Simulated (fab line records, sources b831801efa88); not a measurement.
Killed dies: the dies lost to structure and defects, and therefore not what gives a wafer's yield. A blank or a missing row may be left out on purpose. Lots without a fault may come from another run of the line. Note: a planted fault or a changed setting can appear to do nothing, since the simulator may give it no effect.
A lot that was struck, set against a sound lot -- flow gf180mcu -- 14 out of 602 route steps
Sound: wafers L654.3, L654.5, L654.6. The struck wafers were L661.1, L661.2, L661.3. Last of all comes the cause.
Order at every step that has rows: each side's tool, ch and its chambers, its first start. Under that, the readings that differ: sound wafers -- struck wafers -- difference of the means -- sigmas: that difference in standard deviations of wafers without a fault.
alike: readings whose means differ by less than 2 such deviations, and words and numbers that are the same on both sides. not compared: withheld readings, readings that some wafer has no value for, bounds like >300 that may hide the same value, and numbers for which the record gives no deviation and whose values overlap.
A row with sigmas, a row that says differs or no value, or rows on one side alone: a step with any of these is where the two part. When numbers do not overlap yet have no deviation, they are printed without sigmas and do not part them. A reading that every wafer of one side lacks parts them only if that side has two wafers or more.

GF_V1_CD_MEAS_14 targets a cd of 260 nm.
  struck on cd_sem-01, day 23 10:54; sound on cd_sem-01, day 20 21:56
  alike: cd_nm
GF_V1_OVL_MEAS_15:
  struck on overlay-01, day 23 11:01; sound on overlay-01, day 20 22:01
  alike: V1_OVL
GF_V1_ETCH_16: etches BARC in N2/H2.
  sound on rie_diel-03 ch 0,1, day 20 22:02; struck on rie_diel-01 ch 0,1,3, day 23 11:04
  alike: bias_w, drypump_motor_current_A, oes_product_au, rf_fwd_power_W, throttle_valve_pct
GF_V1_ETCH_17: etches SiO2 in C4F8/O2/Ar, stops on TiN, target depth 630 nm.
  sound on rie_diel-03 ch 0,1; struck on rie_diel-01 ch 0,1,3
  alike: bias_w, oes_product_au, rf_fwd_power_W
GF_V1_STRIP_18: strips in O2/N2.
  sound on plasma_asher-01 ch 0,1, day 20 22:13; struck on plasma_asher-02 ch 0,1, day 23 11:11
  alike: drypump_motor_current_A, heater_power_w, oes_product_au
  not compared: rf_hours_counter_h
then, 2 steps without rows for these wafers: GF_V1_STRIP_19 (strips in post etch residue remover, time 1200 s); GF_V1_CLEAN_20 (cleans in DIW).
GF_V1_SPUTTER_21: material Ti, target thk 15 nm, time 80.02 s.
  struck on pvd_sputter-02, day 23 11:46; sound on pvd_sputter-03, day 20 22:43
  alike: cathode_dc_power_W, throttle_valve_pct
then, 1 step without rows for these wafers: GF_V1_SPUTTER_22 (material TiN, target thk 10 nm, time 40 s).
GF_V1_CVD_23: deposits W, target thk 350 nm, time 105.05 s.
  sound on cvd_w-02 ch 0, day 20 22:53; struck on cvd_w-01 ch 0,1, day 23 11:52
  alike: heater_power_w, susceptor_temp_C
GF_V1_RS_MEAS_24: a four-point-probe measurement.
  struck on film_metro-01, day 23 11:58; sound on film_metro-03, day 20 23:04
reading,sound,struck,difference,sigmas
V1_W_RS (ohm/sq),0.321 0.320 0.319,0.330 0.327 0.329,+0.009,+3
GF_V1_THK_MEAS_25: measures by xrf.
  struck on film_metro-01, day 23 12:05; sound on film_metro-03, day 20 23:10
  alike: V1_W_THK
GF_V1_CMP_26: polishes, stops on SiO2, t overpolish 15 s, target thk 0 nm.
  sound on cmp-02 ch 0,1, day 20 23:13; struck on cmp-02 ch 0,1,2, day 23 12:09
  no value came back on the struck wafers for any of 6 readings (edge_zone_pressure_frac, head_pressure_psi (psi) and others); on the sound wafers edge_zone_pressure_frac reads 0.997 1.006 0.997
reading,sound,struck,difference,sigmas
model.W_of_V1_CVD_23.thk_nm (nm),0 0 0,347.2 350.7 348.4,+348.8,
model.SiO2_of_V1_CVD_02.thk_nm (nm),626.2 627.2 626.1,631.4 632.1 632.5,+5.5,
-- the record jumps here: 10 days lie between the struck wafers' starts before and after (it left off in module V1 and takes up again in module PASSIVATION, whose first step shown is number 602 of the route) --
GF_PASSIVATION_PROBE_99:
  the record has rows for the struck wafers here (prober-01, day 33 01:37) and none for the sound ones

## WHERE THEY PART
At GF_V1_RS_MEAS_24 first; at GF_PASSIVATION_PROBE_99 last (within this record only).

WHY: the cause the simulator had injected
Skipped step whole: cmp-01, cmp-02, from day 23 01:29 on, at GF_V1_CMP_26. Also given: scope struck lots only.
